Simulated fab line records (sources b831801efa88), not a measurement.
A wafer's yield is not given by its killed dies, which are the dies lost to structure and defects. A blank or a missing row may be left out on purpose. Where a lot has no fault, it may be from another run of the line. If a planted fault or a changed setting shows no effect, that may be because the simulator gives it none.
A struck lot beside a sound one || flow sky130 || 17 steps out of a route of 708
Sound: the wafers L986.3, L986.4, L986.6. Struck: wafer L979.1; the same lot's L979.4 was not struck, so it is left out; see the end for the cause.
Each step with rows lists, per side, the tool, then ch with its chambers, then its first start. Under that, the readings that differ: sound wafers || struck wafers || difference of the means || sigmas: that difference in standard deviations of wafers without a fault.
alike: words and numbers the same on both sides, and readings whose means are apart by under 2 such deviations; not compared: readings that were withheld, readings missing a value for some wafer, numbers with overlapping values and no deviation given by the record, and bounds like >300 which may hide the same value.
The two part at a step that has a row with sigmas, a row that says differs or no value, or rows on one side only. Numbers that don't overlap but have no deviation are shown without sigmas and don't part them. A reading that every wafer of one side lacks parts them only if that side has two wafers or more.

first, 3 steps without rows for these wafers: SKY_LI_CONTACT_EXPOSE_09 (exposes mask LICM1, target cd 170 nm); SKY_LI_CONTACT_PEB_10; SKY_LI_CONTACT_DEVELOP_11 (develop time 60 s).
SKY_LI_CONTACT_CD_MEAS_12: the cd target is 170 nm.
  sound: cd sem-02 at day 35 15:38; struck: cd sem-02 at day 33 08:53
  alike: cd nm
SKY_LI_CONTACT_OVL_MEAS_13:
  sound: overlay-01 at day 35 15:43; struck: overlay-01 at day 33 09:01
  alike: LI_CONTACT_OVL
SKY_LI_CONTACT_ETCH_14: etches BARC in N2/H2, stops on SiO2, time 45.9 s, target depth 60 nm.
  sound on rie diel-01 ch 0,2, day 35 15:45; struck on rie diel-03 ch 1, day 33 09:02
  alike: drypump motor current A, oes product au, rf fwd power W, throttle valve pct
  not compared: rf hours counter h
SKY_LI_CONTACT_ETCH_15: etches PSG in C4F8/O2/Ar, stops on Si, target depth 600 nm.
  sound on rie diel-01 ch 0,2, day 35 15:47; struck on rie diel-03 ch 1, day 33 09:05
  alike: oes product au, rf fwd power W
then, 3 steps without rows for these wafers: SKY_LI_CONTACT_STRIP_16 (strips in O2/N2); SKY_LI_CONTACT_CLEAN_17 (cleans in NMP, time 600 s); SKY_LI_CONTACT_PRE_CLEAN_18 (time 5.6 s).
SKY_LI_CONTACT_SPUTTER_19: material Ti, target thk 20 nm, time 106.37 s.
  sound: pvd sputter-04 at day 35 16:11; struck: pvd sputter-03 at day 33 09:29
  alike: substrate temp c, throttle valve pct
SKY_LI_CONTACT_SPUTTER_20: material TiN, target thk 20 nm, time 80 s.
  sound: pvd sputter-04 at day 35 16:16; struck: pvd sputter-03 at day 33 09:34
  alike: throttle valve pct
SKY_LI_CONTACT_CVD_21: deposits W, target thk 400 nm, time 120.56 s.
  sound on cvd w-02 ch 0,1, day 35 16:22; struck on cvd w-01 ch 0, day 33 09:37
{"reading": "model.W_of_LI_CONTACT_CVD_21.thk nm (nm)", "sound": "388.1 401.3 391.1", "struck": 429.2, "difference": "+35.7", "sigmas": ""}
  alike: heater power w
SKY_LI_CONTACT_RS_MEAS_22: measures by four-point-probe.
  sound: film metro-03 at day 35 16:29; struck: film metro-01 at day 33 09:44
{"reading": "LI_CONTACT_W_RS (ohm/sq)", "sound": "0.294 0.283 0.292", "struck": 0.265, "difference": -0.025, "sigmas": -5}
SKY_LI_CONTACT_THK_MEAS_23: measures by xrf.
  sound: film metro-03 at day 35 16:35; struck: film metro-01 at day 33 09:52
{"reading": "LI_CONTACT_W_THK (nm)", "sound": "374 391 380", "struck": 419, "difference": "+37", "sigmas": "+5"}
SKY_LI_CONTACT_CMP_24: polishes, stops on PSG, t overpolish 20 s, target thk 0 nm.
  sound on cmp-01 ch 0,1,3, day 35 16:44; struck on cmp-01 ch 3, day 33 09:55
{"reading": "retaining ring pressure frac", "sound": "1.013 0.999 0.998", "struck": 0.991, "difference": -0.012, "sigmas": -2}
  alike: motor current A, overpolish run s, time to endpoint s
-- here the record skips 16 days between the struck wafers' starts before and after, leaving off in module LI_CONTACT and picking up in module PAD_OPEN (first step shown: number 708 of the route) --
SKY_PAD_OPEN_PROBE_99:
  the record has rows for the struck wafers here (prober-01, day 48 22:52) and none for the sound ones

WHERE THEY PART
At SKY_LI_CONTACT_RS_MEAS_22 first; at SKY_PAD_OPEN_PROBE_99 last (within this record only).

WHY: what the simulator had put in
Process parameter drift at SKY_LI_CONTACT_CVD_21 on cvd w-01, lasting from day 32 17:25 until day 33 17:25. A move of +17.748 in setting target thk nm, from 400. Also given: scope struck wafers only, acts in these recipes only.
